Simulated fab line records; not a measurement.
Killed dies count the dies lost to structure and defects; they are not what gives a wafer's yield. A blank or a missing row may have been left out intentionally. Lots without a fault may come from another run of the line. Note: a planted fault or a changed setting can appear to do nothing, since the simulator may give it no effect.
fab line records	flow sky130
record: lots: 5	wafers: 15	lastDay: 50
route steps=708 shown CONTACT@410 METAL1@434 PAD_OPEN@708
lots that met no fault: from a run of the same line without faults
startH: hours from the record's opening day to when the first of the lot's shown wafers began	waitH: time in hours since the lot's previous step	" as in the row above	L1.1+2: one row covering several wafers at once	- no value present, or no start provided	* or withheld: withheld	< > ~ a bound
route shown NAME@n: NAME is a module with steps in the file, n the number in the route of the first one	usual: average and standard deviation across the fault-free wafers	same: alike in all rows	chamber/n: place in a boat	sites: the reading at each site	_std_site: their standard deviation	_edge_site: the outer-site mean with the inner-site mean subtracted	radiusMm: for every site, how far away it sits from the centre of the wafer	mask NAME#n: copy n	behind: the last tool/chamber to shape the wafer	hold: why the lot went on hold/how many hours it stayed there/how the hold came to an end	device: the transistor (n, p or np) that didn't switch	end of line: at the end of the route, the tests of the same wafers	a step with no rows: only its recipe	killed: the dies lost at the first sort to structure and to defects; this is not the yield of the wafer	map: shows each die of a wafer: x if killed, . if not, _ if none is there
set.NAME: the run value of the setting; set.NAME@STEP: its run value at that earlier step	model.NAME: the simulator's own value behind a step, which no gauge read
lots at some steps of the route; a table a step, a row a wafer
services: a tool's chamber out of use, with start hour (startH, from the record's first day; less than 0 if before it), hours out, and reason
== steps ==
step: SKY_CONTACT_CMP_04
recipe: material: SiO2	downForcePsi: 4	platenRpm: 60	padVelocityMS: 0.94248
step: SKY_CONTACT_BOW_MEAS_05
recipe: mode: bow
usual: CONTACT_BOW: 82/7.2
lot.wafer	tool	chamber	startH	waitH	CONTACT_BOW[um]
L500.3	filmMetro-03	-	693.66	0.1	76
L500.4	"	-	"	"	74
L500.5	"	-	"	"	81
L501.1	filmMetro-04	-	707.74	0.2	85
L501.4	"	-	"	"	89
L501.5	"	-	"	"	75
L505.1	filmMetro-04	-	737.31	0.1	91
L505.3	"	-	"	"	84
L505.5	"	-	"	"	78
L507.1	filmMetro-02	-	786.04	0.1	66
L507.2	"	-	"	"	83
L507.3	"	-	"	"	80
L520.3	filmMetro-03	-	875.91	0.2	78
L520.4	"	-	"	"	83
L520.5	"	-	"	"	85
step: SKY_CONTACT_DEHYDRATE_06
recipe: tempC: 200	timeS: 60
step: SKY_CONTACT_HMDS_07
recipe: primeTimeS: 60	primeTempC: 120
step: SKY_CONTACT_COAT_08
recipe: resist: BARC	tempC: withheld	timeS: withheld	spinRpm: 3000	resistThkNm: 60
step: SKY_CONTACT_COAT_09
recipe: resist: KrF-thick	spinRpm: 3000	resistThkNm: 446
step: SKY_CONTACT_SOFTBAKE_10
recipe: tempC: 100	timeS: 90	resist: KrF-thick
step: SKY_CONTACT_EXPOSE_11
recipe: maskId: CTM1	na: 0.8	sourceShape: annular	sigmaInner: 0.55	sigmaOuter: 0.85	targetCdNm: 170	doseMj: 38.38
step: SKY_CONTACT_PEB_12
recipe: pebTempC: withheld	pebTimeS: withheld	resist: KrF-thick
step: SKY_CONTACT_DEVELOP_13
recipe: developTimeS: 60	resist: KrF-thick	devTempC: 21
step: SKY_CONTACT_CD_MEAS_14
recipe: targetCdNm: 170
usual: cdNm: 169.9/1.3
lot.wafer	tool	chamber	startH	waitH	cdNm
L500.3	cdSem-01	-	721.64	-	167.8
L500.4	"	-	"	"	170.1
L500.5	"	-	"	"	167.9
L501.1	cdSem-02	-	734.70	-	170.3
L501.4	"	-	"	"	169.0
L501.5	"	-	"	"	169.6
L505.1	cdSem-02	-	765.00	-	170.5
L505.3	"	-	"	"	170.7
L505.5	"	-	"	"	170.6
L507.1	cdSem-02	-	812.40	-	169.6
L507.2	"	-	"	"	170.5
L507.3	"	-	"	"	170.9
L520.3	cdSem-01	-	901.74	-	172.6
L520.4	"	-	"	"	170.9
L520.5	"	-	"	"	172.3
step: SKY_CONTACT_OVL_MEAS_15
usual: CONTACT_OVL: -1/5.2
lot.wafer	tool	chamber	startH	waitH	CONTACT_OVL[nm]
L500.3	overlay-02	-	721.74	0.1	1
L500.4	"	-	"	"	3
L500.5	"	-	"	"	4
L501.1	overlay-01	-	734.82	0.1	1
L501.4	"	-	"	"	-3
L501.5	"	-	"	"	1
L505.1	overlay-02	-	765.12	0.1	4
L505.3	"	-	"	"	1
L505.5	"	-	"	"	-3
L507.1	overlay-02	-	812.52	0.1	6
L507.2	"	-	"	"	3
L507.3	"	-	"	"	4
L520.3	overlay-02	-	901.84	0.1	1
L520.4	"	-	"	"	-3
L520.5	"	-	"	"	0
step: SKY_CONTACT_ETCH_16
recipe: chemistry: N2/H2	target: BARC	ionEnergyEv: 200	sourceW: 500	biasW: 100	pressureMtorr: 30	n2FlowSccm: 100	h2FlowSccm: 200	stopOn: SiO2	timeS: 45.9	targetDepthA: 600
usual: biasW: 100.06/0.28	drypumpMotorCurrentA: 5.5/0.48	oesProductAu: 0.854/0.005	throttleValvePct: 13.225/0.0083
lot.wafer	tool	chamber	startH	waitH	biasW	drypumpMotorCurrentA	oesProductAu	rfHoursCounterH	throttleValvePct
L500.3	rieDiel-04	3	721.76	0.0	99.89	5.1	0.852	7	13.227
L500.4	"	1	"	"	100.25	5.6	0.853	5	13.219
L500.5	"	2	"	"	99.67	6.2	0.850	-	13.239
L501.1	rieDiel-04	1	734.86	0.0	99.99	5.6	0.863	5	13.238
L501.4	"	2	"	"	100.02	6.2	0.844	7	13.224
L501.5	"	3	"	"	99.51	5.1	0.864	-	13.223
L505.1	rieDiel-04	3	765.16	0.0	100.11	5.1	0.856	8	13.217
L505.3	"	2	"	"	99.97	6.2	0.866	7	13.227
L505.5	"	1	"	"	99.78	5.6	0.857	-	13.224
L507.1	rieDiel-04	1	812.56	0.0	99.68	5.6	0.862	7	13.222
L507.2	"	3	"	"	100.33	5.1	0.854	9	13.224
L507.3	"	2	"	"	99.50	6.2	0.850	9	13.243
L520.3	rieDiel-04	1	901.86	0.0	100.35	5.6	0.856	10	13.213
L520.4	"	3	"	"	100.31	5.1	0.847	12	13.222
L520.5	"	2	"	"	99.84	6.1	0.854	-	13.238
step: SKY_CONTACT_ETCH_17
recipe: target: SiO2	chemistry: C4F8/O2/Ar	stopOn: Si3N4	maskMaterial: KrF-thick	sourceW: 1500	biasW: 1200	pressureMtorr: 40	c4f8FlowSccm: withheld	O2_flow_sccm: 6	Ar_flow_sccm: 300	timeS: withheld	targetDepthA: 3400
step: SKY_CONTACT_ETCH_18
recipe: target: Si3N4	chemistry: CHF3/O2	stopOn: TiN	sourceW: 600	biasW: 200	pressureMtorr: 40	chf3FlowSccm: 50	O2_flow_sccm: 5	timeS: 39	targetDepthA: 750
step: SKY_CONTACT_STRIP_19
recipe: chemistry: O2/N2	powerW: 1400	pressureMtorr: 1500	platenTempC: withheld	o2FlowSccm: 3000	n2FlowSccm: 300	overashFraction: 0.5
usual: drypumpMotorCurrentA: 5.5/0.37	oesProductAu: 0.379/0.0046	stripTimeToEndpointS: 3.56/0.038
lot.wafer	tool	chamber	startH	waitH	drypumpMotorCurrentA	oesProductAu	rfHoursCounterH	stripTimeToEndpointS
L500.3	plasmaAsher-02	0	721.92	-	5.4	0.375	-	3.56
L500.4	"	1	"	"	5.2	0.368	-	3.52
L500.5	"	0	"	"	5.4	0.370	-	3.50
L501.1	plasmaAsher-01	1	734.99	-	4.9	0.377	95	3.51
L501.4	"	0	"	"	5.6	0.381	-	3.52
L501.5	"	0	"	"	5.6	0.380	-	3.54
L505.1	plasmaAsher-02	0	765.29	-	5.4	0.369	65	3.54
L505.3	"	1	"	"	5.2	0.374	-	3.54
L505.5	"	1	"	"	5.2	0.367	-	3.53
L507.1	plasmaAsher-02	1	812.69	-	5.2	0.368	70	3.51
L507.2	"	0	"	"	5.4	0.380	70	3.60
L507.3	"	1	"	"	5.2	0.369	-	3.52
L520.3	plasmaAsher-04	1	902.03	-	6.1	0.380	-	3.52
L520.4	"	0	"	"	5.8	0.384	-	3.55
L520.5	"	0	"	"	5.8	0.380	-	3.53
step: SKY_CONTACT_STRIP_20
recipe: chemistry: postEtchResidueRemover	timeS: 1200	tempC: 72.5
step: SKY_CONTACT_CLEAN_21
recipe: chemistry: IPA	timeS: 180	tempC: 25
step: SKY_CONTACT_CLEAN_22
recipe: chemistry: O3/DIW	dry: n2Spin
step: SKY_CONTACT_SPUTTER_23
recipe: material: TiN	targetThkNm: 20	chamberPressurePa: 5	powerW: 4000	timeS: 80
step: SKY_CONTACT_CVD_24
recipe: material: W	targetThkNm: 340	timeS: 102.12	tempC: 400	pressureTorr: 40
usual: heaterPowerOuterW: 508/79	heaterPowerW: 825/98
lot.wafer	tool	chamber	startH	waitH	heaterPowerOuterW	heaterPowerW
L500.3	cvdW-02	0	722.62	0.1	493	802
L500.4	"	1	"	"	470	817
L500.5	"	0	"	"	492	798
L501.1	cvdW-01	1	735.65	0.0	421	702
L501.4	"	0	"	"	620	937
L501.5	"	1	"	"	423	708
L505.1	cvdW-01	1	765.94	0.0	429	706
L505.3	"	1	"	"	434	717
L505.5	"	1	"	"	415	708
L507.1	cvdW-01	1	813.34	0.0	425	711
L507.2	"	0	"	"	637	970
L507.3	"	1	"	"	431	713
L520.3	cvdW-01	0	902.69	0.1	618	980
L520.4	"	1	"	"	414	709
L520.5	"	1	"	"	423	701
step: SKY_CONTACT_RS_MEAS_25
recipe: thkMeasGauge: four-point-probe	reads: W_of_CONTACT_CVD_24+TiN_of_CONTACT_SPUTTER_23
usual: CONTACT_W_RS: 0.337/0.0038
lot.wafer	tool	chamber	startH	waitH	CONTACT_W_RS[ohm/sq]
L500.3	filmMetro-02	-	722.73	0.1	0.338
L500.4	"	-	"	"	0.341
L500.5	"	-	"	"	0.341
L501.1	filmMetro-03	-	735.76	0.1	0.333
L501.4	"	-	"	"	0.331
L501.5	"	-	"	"	0.336
L505.1	filmMetro-03	-	766.05	0.1	0.338
L505.3	"	-	"	"	0.337
L505.5	"	-	"	"	0.338
L507.1	filmMetro-04	-	813.45	0.1	0.337
L507.2	"	-	"	"	0.332
L507.3	"	-	"	"	0.337
L520.3	filmMetro-03	-	902.80	0.1	0.334
L520.4	"	-	"	"	0.337
L520.5	"	-	"	"	0.335
step: SKY_CONTACT_THK_MEAS_26
recipe: thkMeasGauge: xrf	reads: W_of_CONTACT_CVD_24
usual: CONTACT_W_THK: 339/4.6
lot.wafer	tool	chamber	startH	waitH	CONTACT_W_THK[nm]
L500.3	filmMetro-02	-	722.83	0.1	340
L500.4	"	-	"	"	341
L500.5	"	-	"	"	338
L501.1	filmMetro-03	-	735.88	0.1	346
L501.4	"	-	"	"	348
L501.5	"	-	"	"	343
L505.1	filmMetro-03	-	766.17	0.1	338
L505.3	"	-	"	"	338
L505.5	"	-	"	"	336
L507.1	filmMetro-04	-	813.57	0.1	336
L507.2	"	-	"	"	343
L507.3	"	-	"	"	337
L520.3	filmMetro-03	-	902.90	0.1	343
L520.4	"	-	"	"	342
L520.5	"	-	"	"	342
step: SKY_CONTACT_CMP_27
recipe: stopOn: SiO2	tOverpolishS: 15	downForcePsi: 3.5	platenRpm: 60	targetThkNm: 0	padVelocityMS: 0.94248
step: SKY_METAL1_SPUTTER_00
recipe: material: Ti	targetThkNm: 15	powerW: 3000	timeS: 10	chamberPressurePa: 0.4
usual: cathodeDcPowerW: 3000.1/0.54	throttleValvePct: 29.8/1.2
lot.wafer	tool	chamber	startH	waitH	cathodeDcPowerW	throttleValvePct
L500.3	pvdSputter-02	-	723.17	0.2	2999.7	30.0
L500.4	"	-	"	"	2999.4	32.1
L500.5	"	-	"	"	3000.3	30.8
L501.1	pvdSputter-03	-	736.24	0.2	2999.4	29.7
L501.4	"	-	"	"	2999.6	28.0
L501.5	"	-	"	"	3000.6	31.1
L505.1	pvdSputter-04	-	766.53	0.2	3000.1	29.1
L505.3	"	-	"	"	3000.8	28.8
L505.5	"	-	"	"	3000.3	30.9
L507.1	pvdSputter-03	-	813.93	0.1	2999.8	28.1
L507.2	"	-	"	"	2999.7	31.3
L507.3	"	-	"	"	3000.6	29.8
L520.3	pvdSputter-02	-	903.24	0.2	2999.9	30.4
L520.4	"	-	"	"	3000.5	31.8
L520.5	"	-	"	"	3000.4	30.5
step: SKY_METAL1_SPUTTER_01
recipe: material: TiN	targetThkNm: 20	powerW: 6500	timeS: 16.7	chamberPressurePa: 0.4
step: SKY_METAL1_SPUTTER_02
recipe: material: AlCu	targetThkNm: 250	powerW: 10600	timeS: 13.3	chamberPressurePa: 0.4
usual: cathodeDcPowerW: 10600/2	throttleValvePct: 29.8/1.2
lot.wafer	tool	chamber	startH	waitH	cathodeDcPowerW	throttleValvePct
L500.3	pvdSputter-02	-	723.22	0.0	10598	30.4
L500.4	"	-	"	"	10600	32.1
L500.5	"	-	"	"	10600	30.4
L501.1	pvdSputter-03	-	736.29	0.0	10601	29.7
L501.4	"	-	"	"	10602	28.0
L501.5	"	-	"	"	10599	31.0
L505.1	pvdSputter-04	-	766.58	0.0	10600	29.1
L505.3	"	-	"	"	10600	28.9
L505.5	"	-	"	"	10599	31.0
L507.1	pvdSputter-03	-	813.98	0.0	10601	28.0
L507.2	"	-	"	"	10601	31.5
L507.3	"	-	"	"	10599	29.7
L520.3	pvdSputter-02	-	903.29	0.0	10601	30.5
L520.4	"	-	"	"	10600	32.0
L520.5	"	-	"	"	10597	30.4
step: SKY_METAL1_SPUTTER_03
recipe: material: Ti	targetThkNm: 5	powerW: 3000	timeS: 3.3	chamberPressurePa: 0.4
step: SKY_METAL1_SPUTTER_04
recipe: material: TiN	targetThkNm: 70	powerW: 6500	timeS: 58.3	chamberPressurePa: 0.4
usual: cathodeDcPowerW: 6499.9/1.2	throttleValvePct: 29.8/1.2
lot.wafer	tool	chamber	startH	waitH	cathodeDcPowerW	throttleValvePct
L500.3	pvdSputter-02	-	723.26	0.0	6501.1	30.3
L500.4	"	-	"	"	6496.9	32.1
L500.5	"	-	"	"	6499.1	30.7
L501.1	pvdSputter-03	-	736.33	0.0	6501.8	29.8
L501.4	"	-	"	"	6501.1	27.7
L501.5	"	-	"	"	6498.8	31.4
L505.1	pvdSputter-04	-	766.62	0.0	6502.4	29.1
L505.3	"	-	"	"	6498.6	29.0
L505.5	"	-	"	"	6501.6	31.1
L507.1	pvdSputter-03	-	814.02	0.0	6500.5	27.9
L507.2	"	-	"	"	6500.2	31.2
L507.3	"	-	"	"	6499.6	29.6
L520.3	pvdSputter-02	-	903.33	0.0	6499.6	30.4
L520.4	"	-	"	"	6501.2	31.9
L520.5	"	-	"	"	6500.0	30.7
step: SKY_METAL1_RS_MEAS_05
recipe: thkMeasGauge: four-point-probe	reads: TiN_of_METAL1_SPUTTER_04+Ti_of_METAL1_SPUTTER_03+AlCu_of_METAL1_SPUTTER_02+TiN_of_METAL1_SPUTTER_01+Ti_of_METAL1_SPUTTER_00
usual: METAL1_ALCU_RS: 0.1266/0.0019
lot.wafer	tool	chamber	startH	waitH	METAL1_ALCU_RS[ohm/sq]
L500.3	filmMetro-01	-	723.35	0.1	0.1228
L500.4	"	-	"	"	0.1256
L500.5	"	-	"	"	0.1272
L501.1	filmMetro-01	-	736.38	0.0	0.1268
L501.4	"	-	"	"	0.1258
L501.5	"	-	"	"	0.1242
L505.1	filmMetro-01	-	766.67	0.0	0.1269
L505.3	"	-	"	"	0.1272
L505.5	"	-	"	"	0.1262
L507.1	filmMetro-03	-	814.07	0.0	0.1262
L507.2	"	-	"	"	0.1254
L507.3	"	-	"	"	0.1276
L520.3	filmMetro-01	-	903.42	0.1	0.1277
L520.4	"	-	"	"	0.1272
L520.5	"	-	"	"	0.1273
step: SKY_METAL1_THK_MEAS_06
recipe: thkMeasGauge: xrf	reads: AlCu_of_METAL1_SPUTTER_02
usual: METAL1_ALCU_THK: 250/4.3
lot.wafer	tool	chamber	startH	waitH	METAL1_ALCU_THK[nm]
L500.3	filmMetro-01	-	723.45	0.1	258
L500.4	"	-	"	"	252
L500.5	"	-	"	"	250
L501.1	filmMetro-01	-	736.50	0.1	253
L501.4	"	-	"	"	254
L501.5	"	-	"	"	257
L505.1	filmMetro-01	-	766.79	0.1	249
L505.3	"	-	"	"	248
L505.5	"	-	"	"	249
L507.1	filmMetro-03	-	814.19	0.1	249
L507.2	"	-	"	"	252
L507.3	"	-	"	"	249
L520.3	filmMetro-01	-	903.52	0.1	248
L520.4	"	-	"	"	246
L520.5	"	-	"	"	246
step: SKY_METAL1_DEHYDRATE_07
recipe: tempC: 200	timeS: 60
step: SKY_METAL1_HMDS_08
recipe: primeTimeS: 60	primeTempC: 120
step: SKY_METAL1_COAT_09
recipe: resist: BARC	tempC: withheld	timeS: withheld	spinRpm: 3000	resistThkNm: 60
step: SKY_METAL1_COAT_10
recipe: resist: KrF-thick	spinRpm: 3000	resistThkNm: 450
step: SKY_METAL1_SOFTBAKE_11
recipe: tempC: 100	timeS: 90	resist: KrF-thick
step: SKY_METAL1_EXPOSE_12
recipe: maskId: MM1	na: 0.8	sourceShape: annular	sigmaInner: 0.55	sigmaOuter: 0.85	targetCdNm: 140	doseMj: 28
step: SKY_METAL1_PEB_13
recipe: pebTempC: withheld	pebTimeS: withheld	resist: KrF-thick
step: SKY_METAL1_DEVELOP_14
recipe: developTimeS: 60	resist: KrF-thick	devTempC: 21
step: SKY_METAL1_CD_MEAS_15
recipe: targetCdNm: 140
usual: cdNm: 139.9/1.4
lot.wafer	tool	chamber	startH	waitH	cdNm
L500.3	cdSem-02	-	750.64	-	139.6
L500.4	"	-	"	"	139.2
L500.5	"	-	"	"	140.6
L501.1	cdSem-02	-	763.55	-	141.2
L501.4	"	-	"	"	140.8
L501.5	"	-	"	"	140.7
L505.1	cdSem-02	-	793.45	-	140.2
L505.3	"	-	"	"	139.3
L505.5	"	-	"	"	139.8
L507.1	cdSem-01	-	840.30	-	138.5
L507.2	"	-	"	"	137.8
L507.3	"	-	"	"	138.0
L520.3	cdSem-02	-	927.84	-	139.0
L520.4	"	-	"	"	139.4
L520.5	"	-	"	"	137.7
step: SKY_METAL1_OVL_MEAS_16
usual: METAL1_OVL: -1/6
lot.wafer	tool	chamber	startH	waitH	METAL1_OVL[nm]
L500.3	overlay-02	-	750.73	0.1	1
L500.4	"	-	"	"	-6
L500.5	"	-	"	"	0
L501.1	overlay-02	-	763.67	0.1	6
L501.4	"	-	"	"	2
L501.5	"	-	"	"	6
L505.1	overlay-01	-	793.57	0.1	0
L505.3	"	-	"	"	-2
L505.5	"	-	"	"	2
L507.1	overlay-01	-	840.42	0.1	3
L507.2	"	-	"	"	3
L507.3	"	-	"	"	-1
L520.3	overlay-01	-	927.94	0.1	10
L520.4	"	-	"	"	7
L520.5	"	-	"	"	4
step: SKY_METAL1_DESCUM_17
recipe: chemistry: O2	sourcePowerW: 150	biasPowerW: 0	pressureMtorr: 10	tempC: 40	timeS: 8
step: SKY_PAD_OPEN_PROBE_99
usual: killed_at_M0_to_M3: 44/7.1	killed_at_M4_up: 3.1/1.8	killedAtContacts: 24/5.3	killedAtFrontEnd: 15/4.5	killedAtOther: 0.2/0.42	killedDies: 86/9.6	killedOnRim: 17/4	killedOpen: 46/6.9	killedShort: 40/6.4
same: grossDies: 492	killedAtBackSide: 0
lot.wafer	tool	chamber	startH	waitH	killed_at_M0_to_M3	killed_at_M4_up	killedAtContacts	killedAtFrontEnd	killedAtOther	killedDies	killedOnRim	killedOpen	killedShort
L500.3	prober-01	-	1067.22	0.2	38	2	24	9	0	73	12	35	38
L500.4	prober-01	-	1067.27	0.2	41	3	19	10	0	73	18	45	28
L500.5	prober-01	-	1067.32	0.2	35	5	14	16	0	70	15	35	35
L501.1	prober-02	-	1072.42	0.1	48	3	31	9	1	92	17	45	47
L501.4	prober-02	-	1072.57	0.2	52	5	19	15	0	91	18	44	47
L501.5	prober-02	-	1072.62	0.2	44	3	24	16	0	87	17	37	50
L505.1	prober-02	-	1097.83	0.1	50	5	21	13	0	89	23	54	35
L505.3	prober-02	-	1097.93	0.2	50	2	27	16	0	95	17	56	39
L505.5	prober-02	-	1098.03	0.2	44	1	27	12	0	84	14	45	39
L507.1	prober-02	-	1133.78	0.1	37	3	21	15	0	76	19	42	34
L507.2	prober-02	-	1133.83	0.1	41	4	20	21	1	87	17	46	41
L507.3	prober-02	-	1133.88	0.2	45	6	22	23	0	96	12	55	41
L520.4	prober-02	-	1195.17	0.2	45	2	57	13	0	117	34	47	36
killed by level:class
L500.3 CONTACT:geometricParticle:open=8 VIA2:geometricParticle:open=7 VIA1:geometricParticle:open=6 CONTACT:geometricParticle:short=5 METAL1:geometricParticle:short=4 LI_CONTACT:geometricParticle:short=4 LI_CONTACT:geometricParticle:open=4 METAL2:geometricParticle:short=4
L500.4 VIA2:geometricParticle:open=13 VIA1:geometricParticle:open=9 CONTACT:geometricParticle:open=7 LI_CONTACT:geometricParticle:open=5 VIA2:geometricParticle:short=5 METAL2:geometricParticle:short=4 FIELD_ISO:geometricParticle:short=3 LI_CONTACT:geometricParticle:short=3
L500.5 FIELD_ISO:geometricParticle:short=8 METAL2:geometricParticle:short=8 CONTACT:geometricParticle:open=6 VIA1:geometricParticle:open=6 VIA2:geometricParticle:open=6 LOCAL_INTERCONNECT:geometricParticle:short=4 METAL4:geometricParticle:short=4 POLY_GATE:geometricParticle:open=3
L501.1 CONTACT:geometricParticle:open=12 VIA1:geometricParticle:open=11 CONTACT:geometricParticle:short=9 VIA3:geometricParticle:open=8 VIA1:geometricParticle:short=5 METAL2:geometricParticle:short=5 VIA2:geometricParticle:open=5 LI_CONTACT:geometricParticle:open=4
L501.4 VIA1:geometricParticle:open=11 METAL1:geometricParticle:short=8 VIA3:geometricParticle:open=8 VIA2:geometricParticle:short=6 LI_CONTACT:geometricParticle:short=5 CONTACT:geometricParticle:short=5 FIELD_ISO:geometricParticle:open=4 LI_CONTACT:geometricParticle:open=4
L501.5 VIA1:geometricParticle:open=9 METAL1:geometricParticle:short=9 POLY_GATE:geometricParticle:short=6 LI_CONTACT:geometricParticle:open=6 CONTACT:geometricParticle:open=6 VIA2:geometricParticle:open=6 LI_CONTACT:geometricParticle:short=5 METAL2:geometricParticle:short=5
L505.1 VIA1:geometricParticle:open=13 VIA3:geometricParticle:open=12 CONTACT:geometricParticle:open=11 METAL2:geometricParticle:short=8 VIA1:geometricParticle:short=7 POLY_GATE:geometricParticle:open=5 FIELD_ISO:geometricParticle:short=4 LI_CONTACT:geometricParticle:open=4
L505.3 VIA1:geometricParticle:open=12 VIA3:geometricParticle:open=11 LOCAL_INTERCONNECT:geometricParticle:short=8 CONTACT:geometricParticle:open=7 VIA2:geometricParticle:open=7 LI_CONTACT:geometricParticle:open=6 METAL1:geometricParticle:short=5 VIA1:geometricParticle:short=5
L505.5 VIA1:geometricParticle:open=11 CONTACT:geometricParticle:open=9 VIA2:geometricParticle:open=7 FIELD_ISO:geometricParticle:short=6 METAL1:geometricParticle:short=6 METAL2:geometricParticle:short=6 LI_CONTACT:geometricParticle:open=5 LI_CONTACT:geometricParticle:short=4
L507.1 CONTACT:geometricParticle:open=9 FIELD_ISO:geometricParticle:open=6 METAL1:geometricParticle:short=5 VIA1:geometricParticle:open=5 VIA3:geometricParticle:short=5 VIA3:geometricParticle:open=5 LI_CONTACT:geometricParticle:short=4 CONTACT:geometricParticle:short=4
L507.2 VIA1:geometricParticle:open=10 CONTACT:geometricParticle:open=8 METAL1:geometricParticle:short=8 POLY_GATE:geometricParticle:short=7 POLY_GATE:geometricParticle:open=7 METAL2:geometricParticle:short=6 VIA3:geometricParticle:open=4 LI_CONTACT:geometricParticle:open=4
L507.3 LI_CONTACT:geometricParticle:open=10 VIA1:geometricParticle:open=10 POLY_GATE:geometricParticle:open=9 VIA3:geometricParticle:open=6 METAL4:geometricParticle:short=6 CONTACT:geometricParticle:open=5 METAL2:geometricParticle:short=5 VIA1:geometricParticle:short=5
L520.4 CONTACT:unspecified=34 LI_CONTACT:geometricParticle:open=9 METAL1:geometricParticle:short=9 VIA1:geometricParticle:open=9 VIA3:geometricParticle:open=8 CONTACT:geometricParticle:open=6 VIA2:geometricParticle:open=5 FIELD_ISO:geometricParticle:short=4
map L520.4 (x killed, . not)
__________...x...x.._________
________.......x..xx.x_______
______.x...........xx.x._____
_____..........x.....x.xx____
____..................x...___
___....x.............x....x__
__x.....x.........x.x......._
_.....x.x.....x.....x...x....
_...x..x.x....x...x......xxx.
_....x.x....x.......x....x..x
_.x..x.x.............x..x..x.
_x...x....x.....x.......x....
_xx....x.................x...
_......x.x.............x.x...
_x..xxxx........x......xxxx..
__.xxxxxxx.........x.......x_
___xxxxxxx..xx...........x.__
____xxxxxx.....x.......x.x___
_____xxxxxx.........x....____
______xxxx..x..........._____
________xxx..........x_______
__________......x.xx_________
map L500.3 (x killed, . not)
__________...x......_________
________.............._______
______.....x.......x...._____
_____.....x............x.____
____...x....x......xxx.x.x___
___....x...x..x.......x....__
__................x........._
_..x.........x.........x.....
_...xxx...........x..........
_.x.........xx.........x.x...
_...x...................x.xxx
_xx..xx....x.x...x.......x...
_.x...............x..........
_.....x...................x..
_xx........x.x.........x..x..
__......x.....x............._
___..x...........xx.....x..__
____........x...xx........___
_____.....xx......x.x....____
______...x....x...x...xx_____
________..x..........._______
__________...xx....._________
== services ==
tool	chamber	startH	hours	kind
pvdSputter-03	-	700.15	1.3	repair
pvdSputter-02	2	700.17	-	consumableReplace:kit
pvdSputter-02	2	700.17	18.0	scheduledDown
pvdSputter-02	2	700.17	18.0	ventCycle
rieDiel-04	1	701.69	6.6	repair
rieDiel-04	2	704.91	8.3	repair
pvdSputter-04	-	718.09	1.4	repair
plasmaAsher-01	-	751.68	2.3	repair
pvdSputter-04	-	754.84	5.1	repair
pvdSputter-02	-	778.47	1.8	repair
rieDiel-04	0	819.41	6.5	repair
plasmaAsher-02	-	828.09	0.5	repair
pvdSputter-02	1	854.19	-	consumableReplace:kit
pvdSputter-02	1	854.19	18.0	scheduledDown
pvdSputter-02	1	854.19	18.0	ventCycle
cvdW-02	0	857.65	3.9	repair
pvdSputter-04	1	878.62	-	consumableReplace:kit
pvdSputter-04	1	878.62	18.0	scheduledDown
pvdSputter-04	1	878.62	18.0	ventCycle
pvdSputter-02	-	890.07	5.1	repair
== key ==
firstSign: step: SKY_PAD_OPEN_PROBE_99	reading: killedAtContacts	direction: up	sigmas: 6.2	usual: 24	struck: 57
effect: step: SKY_PAD_OPEN_PROBE_99	reading: killedDies	direction: up	sigmas: 3.2	usual: 86	struck: 117
metAt SKY_CONTACT_ETCH_16
struckWafers L520.4
testerLeftOut L520
onsetBetween 812.56 901.86
fault: kind: chamberParticleSource	tool: rieDiel-04	chamber: 3	onsetH: 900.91	steps: SKY_CONTACT_ETCH_16	ratePerVisitCm2: 1.0311	endH: 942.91
testerLeftOut: of these lots the tester's yield and bins aren't shown, on N5 and GAA mostly nor the transistor test; their killed dies are dies lost to structure and defects alone, not to doping, threshold or leakage, so they don't give the yield
